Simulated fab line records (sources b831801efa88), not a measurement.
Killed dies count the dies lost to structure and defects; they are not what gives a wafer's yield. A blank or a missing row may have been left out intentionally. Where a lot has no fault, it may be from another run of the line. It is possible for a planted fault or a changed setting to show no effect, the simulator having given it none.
Which of the tools did it? + flow gf180mcu + at 1 step of a route of 602, 12 lots with 36 wafers sampled

## WHAT EACH GAUGE READ, for each wafer
GF_MIM_THK_MEAS_11: measures by xrf. Usual: MIM_ALCU_THK gives 198.9 nm (standard deviation 2.9).
| lot  | measured     | on            | MIM_ALCU_THK (nm) | flag |
|------|--------------|---------------|-------------------|------|
| L961 | day 24 11:05 | film-metro-03 | 195.5 199.0 194.4 |      |
| L962 | day 24 16:41 | film-metro-02 | 199.2 196.4 193.3 |      |
| L965 | day 26 04:16 | film-metro-01 | 201.1 203.5 202.8 |      |
| L966 | day 26 05:58 | film-metro-01 | 199.3 202.2 202.8 |      |
| L968 | day 27 03:26 | film-metro-02 | 200.4 196.5 198.3 |      |
| L972 | day 28 06:28 | film-metro-02 | 197.5 194.6 194.5 |      |
| L973 | day 28 11:25 | film-metro-02 | 195.8 201.4 196.6 |      |
| L974 | day 28 18:42 | film-metro-01 | 202.3 200.8 199.5 |      |
| L975 | day 28 22:41 | film-metro-01 | 204.6 204.9 206.1 |      |
| L980 | day 30 09:03 | film-metro-02 | 192.4 196.0 191.6 |      |
| L982 | day 31 00:27 | film-metro-01 | 198.4 196.3 199.8 |      |
| L983 | day 31 07:31 | film-metro-02 | 200.5 198.0 198.7 |      |

## TOOL THAT RAN EACH LOT (tool first, then ch and the chambers of the sampled wafers, then the start)
There is no process step in the record ahead of these readings.

## WHAT THE TOOLS THEMSELVES READ (means of the sampled wafers that have a number; where no wafer has one, the mark that the record gives instead)
The record holds no such reading with a usual standard deviation.

## THE ANSWER, worked out from the rows above alone
Rule: lot off if the mean of its wafers having a number is beyond 3 standard deviations from the usual mean. A lot without any number at a reading at which 4 lots or more have one is off too. All remaining lots with rows at the step are treated as sound. After the gauges, taken in route order, come the tools' own readings; for these a lot's mean is taken, as printed above. At the first step where some lot is off, the reading lying furthest off is the one used; lots without a number count as furthest.
No lot is off at any reading shown: from this, nothing can be told.

## WHAT HAD BEEN PUT IN BY THE SIMULATOR
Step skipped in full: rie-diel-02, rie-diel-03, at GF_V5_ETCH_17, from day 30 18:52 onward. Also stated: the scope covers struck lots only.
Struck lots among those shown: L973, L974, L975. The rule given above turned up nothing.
